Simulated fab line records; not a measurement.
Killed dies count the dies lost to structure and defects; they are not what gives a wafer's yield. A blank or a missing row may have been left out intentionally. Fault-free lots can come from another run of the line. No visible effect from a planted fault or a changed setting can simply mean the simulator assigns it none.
Struck lot and sound lot, side by side	flow sky130	43 out of 708 route steps
Sound: these wafers, L982.1, L982.2, L982.3. Struck: wafers L996.2, L996.3. (L996.1 of the same lot was not struck and is left out.) The cause comes at the end.
Order at every step that has rows: each side's tool, ch and its chambers, its first start. Under that, the readings that differ: sound wafers	struck wafers	difference of the means	sigmas: that difference in standard deviations of wafers without a fault.
alike: readings with means less than 2 such deviations apart, plus words and numbers identical on both sides. not compared: withheld readings, readings lacking a value on some wafer, bounds such as >300 that could conceal the same value, and numbers that have no deviation in the record and whose values overlap.
The two part at a step that has a row with sigmas, a row that says differs or no value, or rows on one side only. Numbers that don't overlap but have no deviation are shown without sigmas and don't part them. Lack of a reading on every wafer of one side parts them only where that side has two or more wafers.

first, 3 steps without rows for these wafers: SKY_VIA3_EXPOSE_09 (exposes mask VIM3, target cd 200 nm); SKY_VIA3_PEB_10; SKY_VIA3_DEVELOP_11 (develop time 60 s).
SKY_VIA3_CD_MEAS_12: target cd 200 nm.
  sound on cd-sem-01, day 42 07:32; struck on cd-sem-01, day 45 15:55
  alike: cd-nm
SKY_VIA3_OVL_MEAS_13:
  sound on overlay-01, day 42 07:40; struck on overlay-02, day 45 16:02
  alike: VIA3_OVL
then, 7 steps without rows for these wafers: SKY_VIA3_ETCH_14 (etches BARC in N2/H2, stops on SiO2, time 45.9 s, target depth 60 nm); SKY_VIA3_ETCH_15 (etches SiO2 in C4F8/O2/Ar, stops on TiN, target depth 507 nm, time 78 s); SKY_VIA3_STRIP_16 (strips in O2/N2); SKY_VIA3_STRIP_17 (strips in post etch residue remover, time 1200 s); SKY_VIA3_CLEAN_18 (cleans in IPA, time 180 s); SKY_VIA3_CLEAN_19 (cleans in O3/DIW); SKY_VIA3_SPUTTER_20 (material TiN, target thk 20 nm, time 80 s).
SKY_VIA3_CVD_21: deposits W, target thk 390 nm, time 117.31 s.
  sound on cvd-w-02 ch 0,1, day 42 08:27; struck on cvd-w-01 ch 1, day 45 16:49
reading	sound	struck	difference	sigmas
heater-power-w (W)	974 857 971	775 796	-148	-2
SKY_VIA3_RS_MEAS_22: measurement is done with a four-point probe.
  sound on film-metro-01, day 42 08:35; struck on film-metro-01, day 45 16:56
  alike: VIA3_W_RS
SKY_VIA3_THK_MEAS_23: measures by xrf.
  sound on film-metro-01, day 42 08:42; struck on film-metro-01, day 45 17:04
reading	sound	struck	difference	sigmas
VIA3_W_THK (nm)	361 368 363	371 377	+10	+2
SKY_VIA3_CMP_24: polishes, stops on SiO2, t overpolish 20 s, target thk 0 nm.
  sound on cmp-02 ch 0,1,2, day 42 09:04; struck on cmp-01 ch 0,2, day 45 17:16
  alike: motor-current-A, overpolish-run-s, time-to-endpoint-s
then, 1 step without rows for these wafers: SKY_METAL4_SPUTTER_00 (material Ti, target thk 15 nm, time 10 s).
SKY_METAL4_SPUTTER_01: material TiN, target thk 20 nm, time 16.7 s.
  sound on pvd-sputter-01, day 42 09:23; struck on pvd-sputter-03, day 45 17:35
  alike: throttle-valve-pct
SKY_METAL4_SPUTTER_02: material AlCu, target thk 735 nm, time 39.1 s.
  sound on pvd-sputter-01, day 42 09:25; struck on pvd-sputter-03, day 45 17:37
  alike: throttle-valve-pct
SKY_METAL4_SPUTTER_03: material Ti, target thk 5 nm, time 3.3 s.
  sound on pvd-sputter-01, day 42 09:27; struck on pvd-sputter-03, day 45 17:39
  alike: throttle-valve-pct
then, 1 step without rows for these wafers: SKY_METAL4_SPUTTER_04 (material TiN, target thk 70 nm, time 58.3 s).
SKY_CAP2M_CVD_00: deposits SiO2, target thk 15.5 nm.
  sound on pecvd-04 ch 0,1,2, day 42 09:31; struck on pecvd-03 ch 0,1, day 45 17:43
  alike: heater-power-w
SKY_CAP2M_THK_MEAS_01:
  sound on film-metro-04, day 42 09:32; struck on film-metro-03, day 45 17:44
  alike: CAP2M_CVD_00_THK
then, 1 step without rows for these wafers: SKY_CAP2M_SPUTTER_02 (material TiN, target thk 200 nm, time 166.7 s).
SKY_CAP2M_RS_MEAS_03: measurement is done with a four-point probe.
  sound on film-metro-03, day 42 09:43; struck on film-metro-01, day 45 17:55
  alike: CAP2M_TIN_RS
SKY_CAP2M_THK_MEAS_04: measures by xrf.
  sound on film-metro-03, day 42 09:50; struck on film-metro-01, day 45 18:02
  alike: CAP2M_TIN_THK
then, 7 steps without rows for these wafers: SKY_CAP2M_DEHYDRATE_05 (time 60 s); SKY_CAP2M_HMDS_06 (prime time 60 s); SKY_CAP2M_COAT_07 (resist thk 1140 nm); SKY_CAP2M_SOFTBAKE_08 (time 60 s); SKY_CAP2M_EXPOSE_09 (exposes mask CAP2M, target cd 1000 nm); SKY_CAP2M_PEB_10; SKY_CAP2M_DEVELOP_11 (develop time 60 s).
SKY_CAP2M_OVL_MEAS_12:
  sound on overlay-02, day 43 09:37; struck on overlay-01, day 46 15:22
  alike: CAP2M_OVL
then, 8 steps without rows for these wafers: SKY_CAP2M_METAL_ETCH_13 (etches TiN in Cl2/BCl3, stops on SiO2, target depth 220 nm, time 62.9 s); SKY_CAP2M_STRIP_14 (strips in O2/N2); SKY_CAP2M_STRIP_15 (strips in post etch residue remover, time 1200 s); SKY_CAP2M_CLEAN_16 (cleans in IPA, time 180 s); SKY_CAP2M_CLEAN_17 (cleans in O3/DIW); SKY_METAL4_DEHYDRATE_05 (time 60 s); SKY_METAL4_HMDS_06 (prime time 60 s); SKY_METAL4_COAT_07 (resist thk 60 nm).
-- the record jumps here: 4 days lie between the struck wafers' starts before and after (it left off in module METAL4 and takes up again in module PAD_OPEN, whose first step shown is number 708 of the route) --
SKY_PAD_OPEN_PROBE_99:
  sound on prober-01, day 48 06:13; struck on prober-01, day 50 23:01
reading	sound	struck	difference	sigmas
hold	- - -	await-dispo/3.6h/release await-dispo/3.6h/release	no value on the sound wafers	
defect-limited-yield (%)	86.4 85.8 81.9	75.6 74.4	-9.7	-5
killed_at_M0_to_M3	36 42 42	83 88	+46	+7
killed-dies	67 70 89	120 126	+48	+5
sort_bin_3_pad_short (%)	0.4 1.0 1.2	3.5 3.0	+2.4	+6
sort_bin_5_function (%)	8.9 8.1 9.3	13.8 17.1	+6.7	+4
sort-n-pass	425 422 403	372 366	-48	-5
sort-yield-pct (%)	86.4 85.8 81.9	75.6 74.4	-9.7	-5
model.etest.tester.sort-n-pass	425 422 403	372 366	-48	
model.etest.tester.sort-yield-pct (%)	86.38 85.77 81.91	75.61 74.39	-9.69	
model.etest.tester.sort_bin_5_pct (%)	8.943 8.13 9.35	13.82 17.07	+6.64	
model.etest.tester.sort_bin_3_pct (%)	0.4065 1.016 1.22	3.455 3.049	+2.371	
  alike: killed_at_M4_up, killed-at-contacts, killed-at-front-end, killed-at-other, killed-open, killed-short, sort_bin_6_memory

== WHERE THEY PART ==
First at SKY_VIA3_CVD_21; last, within this record, at SKY_PAD_OPEN_PROBE_99.

WHY: what had been put in by the simulator
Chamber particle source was cvd-w-01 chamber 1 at SKY_VIA3_CVD_21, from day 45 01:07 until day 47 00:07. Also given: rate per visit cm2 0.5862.
